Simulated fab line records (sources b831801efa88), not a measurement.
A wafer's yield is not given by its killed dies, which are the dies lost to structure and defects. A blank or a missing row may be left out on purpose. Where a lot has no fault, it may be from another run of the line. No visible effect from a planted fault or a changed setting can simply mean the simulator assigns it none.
Which tool did it? | flow sky130 | at 1 step of a route of 708, 7 lots with 21 wafers sampled

WHAT EACH GAUGE READ, for each wafer
SKY_NWELL_OVL_MEAS_10.
lot  | measured     | on         | NWELL_00_OVL (nm)
L972 | day 5 03:49  | overlay-02 | 2.7 2.5 1.8
L974 | day 5 14:16  | overlay-01 | -0.3 -0.9 -0.8
L979 | day 7 03:13  | overlay-01 | -0.4 -2.9 -3.2
L980 | day 7 03:40  | overlay-02 | 0.8 1.9 -0.3
L982 | day 7 15:31  | overlay-01 | 0.2 -1.9 0.5
L990 | day 9 14:13  | overlay-02 | -2.9 -1.1 -2.0
L992 | day 10 04:01 | overlay-01 | 0.7 -1.7 -1.0

TOOL THAT RAN EACH LOT (tool first, then ch and the chambers of the sampled wafers, then the start)
Before these readings, the record contains no process step.

THE ANSWER, worked out from the rows above alone
Rule: usual is defined by the lots themselves. Put in order of their means at a reading, lots are off if they are a third of the lots or fewer, leave a main group of 4 or more, and stand apart from it by a gap of 3 or more times the standard deviation of the main group's means; of several such gaps the widest counts. If all means in a main group match to the digits the tables above print for the reading, that group is not used. Also off: a lot with no number at a reading for which 4 or more lots have one. Where the step has rows for the other lots, those lots are counted as sound.
No lot is off at any reading shown: from this, nothing can be told.

WHAT THE SIMULATOR PUT IN
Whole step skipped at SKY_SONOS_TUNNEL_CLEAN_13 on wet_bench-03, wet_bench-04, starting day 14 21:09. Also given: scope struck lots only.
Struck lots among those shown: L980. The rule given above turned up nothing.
